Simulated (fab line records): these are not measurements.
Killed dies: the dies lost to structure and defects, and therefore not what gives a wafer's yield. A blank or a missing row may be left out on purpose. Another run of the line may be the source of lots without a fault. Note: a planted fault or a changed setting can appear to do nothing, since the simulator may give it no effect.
8D (eight disciplines) problem report, filled in by code    flow gf180mcu    the parts of the form that need people (team, actions taken, sign-off) are left out

1. THE PROBLEM
Wafers without a fault read 131.1 s, standard deviation 0.4; run length s at GF_STI_ETCH_14 reads a mean of 80.2 s on 3 wafers belonging to 3 lots. That is -99 or more standard deviations from the usual mean.
The step: etches Si in HBr/Cl2/O2, target depth 360 nm, time 102.9 s.
First observed at day 5 07:06: wafer L339.5, on rie si-02. Wafers with a number at this step in the record: 44, from 15 lots. Rule for "out" (also "out of limits"): further than 4 standard deviations from the usual mean. Any other wafer with a number is counted as sound.

2. WHAT IT IS; WHAT IT IS NOT
question                     is                      is not
which readings at this step  run length s            drypump motor current A, mfc cl2 sccm, oes product au
which lots                   L339, L341, L342        L324, L325, L327, L328, L329, L330, L331, L332, L333, L345, L346, L347
which wafers of those lots   L339.5, L341.1, L342.5  L339.4, L341.2, L341.4, L342.2, L342.6
read on which tools          rie si-02               rie si-01
when                         from day 5 07:06        up to then (28 sound wafers); but 13 sound wafers of L341, L342, L345, L346, L347 came after

3. THE SUSPECTS, EACH WITH WHAT RULES IT OUT
Counting: a tool at a process step up to the reading stays a suspect if it ran every lot that is out. Sound lots after the first of them don't rule it out here, since some wafers of a struck lot are sound.
- rie si-02 at GF_STI_ETCH_14 (etches Si in HBr/Cl2/O2, target depth 360 nm, time 102.9 s): kept. Ran every lot that is out, first one L339 (day 5 07:06); last sound lot up to then L331 (day 3 14:29). Out on those wafers are its own readings of run length s.
After counting, what remains is rie si-02 at GF_STI_ETCH_14.

4. THE CAUSE (what the simulator had put in)
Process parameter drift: rie si-02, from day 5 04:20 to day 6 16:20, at GF_STI_ETCH_14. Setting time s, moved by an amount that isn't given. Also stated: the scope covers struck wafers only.
Counting left only this tool.

5. THE EFFECT CHAIN, in route order
Each row: a reading where the mean over the struck wafers with a number is more than 3 standard deviations away from the usual. Scope: only readings with a usual standard deviation given in the record; hours: median across lots of the time from each lot's start at the first step in this table that gives one to its start at this step; sigmas: change in usual standard deviations.
hours  step             reading                   usual       on struck wafers  change  sigmas
0      GF_STI_ETCH_14   run length s              131.1 s     80.2              -50.9   -99 or more
0      GF_STI_STRIP_15  oes product au            0.384 a.u.  0.408             +0.024  +5.2
0      GF_STI_STRIP_15  strip time to endpoint s  3.72 s      4.32              +0.60   +15
Here are the process steps it includes:
- GF_STI_ETCH_14: etches Si in HBr/Cl2/O2, target depth 360 nm, time 102.9 s.
- GF_STI_STRIP_15: strips in O2/N2.
Later measuring or inspecting steps at which every struck wafer that the step has a row for has a number for every such reading, and none has moved that far: GF_MVSD_OVL_MEAS_07, GF_V5_THK_MEAS_25.

6. HOW IT WOULD HAVE BEEN CAUGHT EARLIER
In this record no reading fell out of limits until day 5 07:06, 3 hours after the fault had begun at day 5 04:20.
